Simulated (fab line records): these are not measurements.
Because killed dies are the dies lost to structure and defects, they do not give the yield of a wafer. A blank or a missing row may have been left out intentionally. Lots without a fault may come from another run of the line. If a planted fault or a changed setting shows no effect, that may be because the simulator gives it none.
Split-lot trial :: flow sky130 :: route with 708 steps; 5 lots, 23 wafers read

THE SPLIT ITSELF
At SKY_PWDE_COAT_02 (resist thk 3000 nm), the setting resistThkNm was moved away from the recipe's 3000 nm on 10 of the 23 wafers read, by -3.6% to +5.7%. The other wafers ran this setting at the recipe's value.

The split's own step is where the reading is taken.

THE READING
coat_of_PWDE_COAT_02.thkNm (the simulator's own value, which no gauge read), in nm, at SKY_PWDE_COAT_02 (resist thk 3000 nm). The file gives no usual value for it. Here, 13 wafers ran the recipe; their average is 2998 nm with a standard deviation of 9 nm.

wafer: L074.1
tool, chamber at the split: lithoTrack-04, 0
resistThkNm as run, nm: 3000
against the recipe: recipe
coat_of_PWDE_COAT_02.thkNm, nm: 2995
against lot-mates on the recipe: -

wafer: L074.4
tool, chamber at the split: lithoTrack-04, 0
resistThkNm as run, nm: 3000
against the recipe: recipe
coat_of_PWDE_COAT_02.thkNm, nm: 2995
against lot-mates on the recipe: -

wafer: L074.5
tool, chamber at the split: lithoTrack-04, 0
resistThkNm as run, nm: 3000
against the recipe: recipe
coat_of_PWDE_COAT_02.thkNm, nm: 2990
against lot-mates on the recipe: -

wafer: L077.1
tool, chamber at the split: lithoTrack-02, 0
resistThkNm as run, nm: 2892
against the recipe: -3.6%
coat_of_PWDE_COAT_02.thkNm, nm: 2902
against lot-mates on the recipe: -114

wafer: L077.2
tool, chamber at the split: lithoTrack-02, 0
resistThkNm as run, nm: 3000
against the recipe: recipe
coat_of_PWDE_COAT_02.thkNm, nm: 3018
against lot-mates on the recipe: -

wafer: L077.3
tool, chamber at the split: lithoTrack-02, 0
resistThkNm as run, nm: 2892
against the recipe: -3.6%
coat_of_PWDE_COAT_02.thkNm, nm: 2903
against lot-mates on the recipe: -113

wafer: L077.4
tool, chamber at the split: lithoTrack-02, 0
resistThkNm as run, nm: 2892
against the recipe: -3.6%
coat_of_PWDE_COAT_02.thkNm, nm: 2907
against lot-mates on the recipe: -109

wafer: L077.6
tool, chamber at the split: lithoTrack-02, 0
resistThkNm as run, nm: 3000
against the recipe: recipe
coat_of_PWDE_COAT_02.thkNm, nm: 3014
against lot-mates on the recipe: -

wafer: L078.1
tool, chamber at the split: lithoTrack-03, 0
resistThkNm as run, nm: 3000
against the recipe: recipe
coat_of_PWDE_COAT_02.thkNm, nm: 2996
against lot-mates on the recipe: -

wafer: L078.2
tool, chamber at the split: lithoTrack-03, 0
resistThkNm as run, nm: 3000
against the recipe: recipe
coat_of_PWDE_COAT_02.thkNm, nm: 2995
against lot-mates on the recipe: -

wafer: L078.3
tool, chamber at the split: lithoTrack-03, 0
resistThkNm as run, nm: 3000
against the recipe: recipe
coat_of_PWDE_COAT_02.thkNm, nm: 3001
against lot-mates on the recipe: -

wafer: L078.4
tool, chamber at the split: lithoTrack-03, 0
resistThkNm as run, nm: 3119
against the recipe: +4.0%
coat_of_PWDE_COAT_02.thkNm, nm: 3118
against lot-mates on the recipe: +121

wafer: L078.5
tool, chamber at the split: lithoTrack-03, 0
resistThkNm as run, nm: 3119
against the recipe: +4.0%
coat_of_PWDE_COAT_02.thkNm, nm: 3111
against lot-mates on the recipe: +114

wafer: L082.1
tool, chamber at the split: lithoTrack-04, 0
resistThkNm as run, nm: 3000
against the recipe: recipe
coat_of_PWDE_COAT_02.thkNm, nm: 3004
against lot-mates on the recipe: -

wafer: L082.2
tool, chamber at the split: lithoTrack-04, 0
resistThkNm as run, nm: 2953
against the recipe: -1.6%
coat_of_PWDE_COAT_02.thkNm, nm: 2951
against lot-mates on the recipe: -45

wafer: L082.3
tool, chamber at the split: lithoTrack-04, 0
resistThkNm as run, nm: 3000
against the recipe: recipe
coat_of_PWDE_COAT_02.thkNm, nm: 2997
against lot-mates on the recipe: -

wafer: L082.4
tool, chamber at the split: lithoTrack-04, 0
resistThkNm as run, nm: 2953
against the recipe: -1.6%
coat_of_PWDE_COAT_02.thkNm, nm: 2948
against lot-mates on the recipe: -48

wafer: L082.5
tool, chamber at the split: lithoTrack-04, 0
resistThkNm as run, nm: 3000
against the recipe: recipe
coat_of_PWDE_COAT_02.thkNm, nm: 2987
against lot-mates on the recipe: -

wafer: L083.1
tool, chamber at the split: lithoTrack-03, 0
resistThkNm as run, nm: 3000
against the recipe: recipe
coat_of_PWDE_COAT_02.thkNm, nm: 2990
against lot-mates on the recipe: -

wafer: L083.2
tool, chamber at the split: lithoTrack-03, 0
resistThkNm as run, nm: 3171
against the recipe: +5.7%
coat_of_PWDE_COAT_02.thkNm, nm: 3163
against lot-mates on the recipe: +174

wafer: L083.4
tool, chamber at the split: lithoTrack-03, 0
resistThkNm as run, nm: 3171
against the recipe: +5.7%
coat_of_PWDE_COAT_02.thkNm, nm: 3165
against lot-mates on the recipe: +176

wafer: L083.5
tool, chamber at the split: lithoTrack-03, 0
resistThkNm as run, nm: 3171
against the recipe: +5.7%
coat_of_PWDE_COAT_02.thkNm, nm: 3173
against lot-mates on the recipe: +184

wafer: L083.6
tool, chamber at the split: lithoTrack-03, 0
resistThkNm as run, nm: 3000
against the recipe: recipe
coat_of_PWDE_COAT_02.thkNm, nm: 2989
against lot-mates on the recipe: -

FIT RESULTS
A straight line over all 23 wafers: coat_of_PWDE_COAT_02.thkNm changes by +28.7 nm for each +1% of resistThkNm; r = +0.99; the points scatter about the line by 8.4 nm.
The same after taking each lot's own level away (the mean of its wafers on the recipe; 23 wafers): +30.8 nm for each +1%; r = +1.00; scatter 4.1 nm.
That fit puts the effect of the largest move of resistThkNm on the reading at 1.8e+02 nm.
From 2989.5 to 3016.0 nm: that is the span of the lots' own levels, equal to 2.9 times the standard deviation above.
The two slopes are in agreement: the lot-to-lot level therefore moves the slope only a little.
Check: +176 nm against its lot-mates is what the line predicts for one of the wafers moved furthest among these (+5.7%) when that wafer is left out of the fit. Against them it came out at +174 nm.

FURTHER SPLITS ON THESE WAFERS
Other splits were also applied to these wafers ahead of the reading. Each is held against what the fit with the lots' levels taken away leaves over:
other split on the same wafers: SKY_FIELD_ISO_CVD_03 timeS
wafers away from the commonest value: 18
r with coat_of_PWDE_COAT_02.thkNm (lot level and that fit taken away): +0.17

other split on the same wafers: SKY_FIELD_ISO_DEVELOP_12 devTempC
wafers away from the commonest value: 9
r with coat_of_PWDE_COAT_02.thkNm (lot level and that fit taken away): +0.21

other split on the same wafers: SKY_NWELL_OXIDATION_01 tempC
wafers away from the commonest value: 5
r with coat_of_PWDE_COAT_02.thkNm (lot level and that fit taken away): -0.06

THE WHOLE CHAIN: every reading that the file lists as answering this split, in the file's order
step: SKY_PWDE_COAT_02
what it does: resist thk 3000 nm
reading: coat_of_PWDE_COAT_02.thkNm (the simulator's own value, which no gauge read)
change (the file's fit): +30.6 nm for each +1% of the setting
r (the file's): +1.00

step: SKY_PWDE_STRIP_09
what it does: strips in O2/N2
reading: stripTimeToEndpointS
change (the file's fit): withheld for each +1% of the setting
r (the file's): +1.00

THE FILE'S OWN FIT
coat_of_PWDE_COAT_02.thkNm changes by +30.6 nm for each +1% of resistThkNm, r = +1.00.
